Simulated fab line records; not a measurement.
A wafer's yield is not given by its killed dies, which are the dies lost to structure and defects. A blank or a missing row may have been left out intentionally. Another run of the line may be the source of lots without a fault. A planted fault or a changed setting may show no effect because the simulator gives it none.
A struck lot beside a sound one	flow sky130	17 out of 708 route steps
Sound: these wafers, L388.1, L388.3, L388.5. The struck wafers were L399.1, L399.3, L399.4. At the end, the cause is stated.
Per side, at each step with rows, come the tool, then ch with its chambers, and then its first start. Under that, the readings that differ: sound wafers	struck wafers	difference of the means	sigmas: that difference in standard deviations of wafers without a fault.
alike: readings whose means differ by less than 2 such deviations, and words and numbers that are the same on both sides. not compared: withheld readings, readings that some wafer has no value for, bounds like >300 that may hide the same value, and numbers for which the record gives no deviation and whose values overlap.
A row with sigmas, a row that says differs or no value, or rows on one side alone: a step with any of these is where the two part. Non-overlapping numbers with no deviation appear without sigmas and do not part them. A reading that every wafer of one side lacks parts them only if that side has two wafers or more.

first, 1 step without rows for these wafers: SKY_VT_ADJUST_NCORE_IMPLANT_09.
SKY_VT_ADJUST_NCORE_STRIP_10: strips in O2/N2.
  sound on plasma_asher-01 ch 0,1, day 8 15:52; struck on plasma_asher-01 ch 0,1, day 11 20:07
  alike: chamber_pressure_mTorr, drypump_motor_current_A, o2_flow_sccm, oes_product_au, strip_time_to_endpoint_s
  not compared: rf_hours_counter_h
SKY_VT_ADJUST_NCORE_TW_MEAS_11:
  struck on film_metro-02, day 11 20:13; sound on film_metro-01, day 8 15:58
  alike: VT_ADJUST_NCORE_TW
then, 7 steps without rows for these wafers: SKY_VT_ADJUST_HVTR_DEHYDRATE_00 (time 60 s); SKY_VT_ADJUST_HVTR_HMDS_01 (prime time 60 s); SKY_VT_ADJUST_HVTR_COAT_02 (resist thk 1140 nm); SKY_VT_ADJUST_HVTR_SOFTBAKE_03 (time 60 s); SKY_VT_ADJUST_HVTR_EXPOSE_04 (exposes mask HVTRM, target cd 380 nm); SKY_VT_ADJUST_HVTR_PEB_05; SKY_VT_ADJUST_HVTR_DEVELOP_06 (develop time 60 s).
SKY_VT_ADJUST_HVTR_CD_MEAS_07: target cd 380 nm.
  struck on cd_sem-01, day 12 19:55; sound on cd_sem-02, day 9 11:53
  alike: cd_nm
SKY_VT_ADJUST_HVTR_OVL_MEAS_08:
  struck on overlay-02, day 12 20:02; sound on overlay-02, day 9 12:00
  alike: VT_ADJUST_HVTR_OVL
SKY_VT_ADJUST_HVTR_IMPLANT_09:
  sound on implanter-01 ch 0, day 9 12:02; struck on implanter-02 ch 0, day 12 20:04
reading	sound	struck	difference	sigmas
dose_ions_cm2	2.0998e+12 2.0995e+12 2.0984e+12	3.3649e+12 3.3652e+12 3.3634e+12	+1.2653e+12	+99 or more
faraday_current_uA	11.78 11.79 11.66	18.65 19.24 18.42	+7.03	+33
SKY_VT_ADJUST_HVTR_STRIP_10: strips in O2/N2.
  sound on plasma_asher-04 ch 0,1, day 9 12:11; struck on plasma_asher-02 ch 0,1, day 12 20:13
reading	sound	struck	difference	sigmas
strip_time_to_endpoint_s (s)	14.18 14.17 14.14	14.23 14.22 14.29	+0.08	+2
  alike: chamber_pressure_mTorr, drypump_motor_current_A, o2_flow_sccm, oes_product_au
  not compared: rf_hours_counter_h
SKY_VT_ADJUST_HVTR_TW_MEAS_11:
  struck on film_metro-03, day 12 20:19; sound on film_metro-03, day 9 12:17
reading	sound	struck	difference	sigmas
VT_ADJUST_HVTR_TW	213.3 212.7 212.7	244.4 243.8 246.0	+31.8	+14
then, 1 step without rows for these wafers: SKY_VT_ADJUST_PCH_DEHYDRATE_00 (time 60 s).
-- the record jumps here: 36 days lie between the struck wafers' starts before and after (it left off in module VT_ADJUST_PCH and takes up again in module PAD_OPEN, whose first step shown is number 708 of the route) --
SKY_PAD_OPEN_PROBE_99:
  struck on prober-02, day 48 13:53; sound on prober-01, day 46 01:38
reading	sound	struck	difference	sigmas
model.etest.pfet_01v8_mvt.drive_ua_um	146 148.4 146.5	180.1 180.8 183	+34.3	
model.etest.pfet_01v8_mvt.off_log10_a_um	-10.9 -10.91 -10.73	-7.988 -7.984 -7.975	+2.864	
model.etest.pfet_01v8_mvt.vt_sat_v (V)	-0.581 -0.5837 -0.5779	-0.2963 -0.2801 -0.2842	+0.2940	
model.etest.pfet_01v8_mvt.vt_v (V)	-0.6632 -0.6681 -0.6636	-0.4217 -0.4101 -0.4118	+0.2504	
model.etest.pfet_01v8_mvt.vt_long_v (V)	-0.8752 -0.8759 -0.872	-0.6607 -0.6529 -0.656	+0.2178	
model.etest.pfet_01v8_mvt.body_rise_v (V)	-0.1895 -0.1876 -0.189	-0.2124 -0.2122 -0.2112	-0.0232	
  alike: killed_at_M0_to_M3, killed_at_M4_up, killed_at_contacts, killed_at_front_end, killed_at_other, killed_dies, killed_open, killed_short

## WHERE THEY PART
Last at SKY_VT_ADJUST_HVTR_TW_MEAS_11 as far as this record goes, first at SKY_VT_ADJUST_HVTR_IMPLANT_09. Later steps at which nothing parts them and some readings are alike: SKY_PAD_OPEN_PROBE_99.

WHY: whatever the simulator had introduced
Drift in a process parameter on implanter-02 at SKY_VT_ADJUST_HVTR_IMPLANT_09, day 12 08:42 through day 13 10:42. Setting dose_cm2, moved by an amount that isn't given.
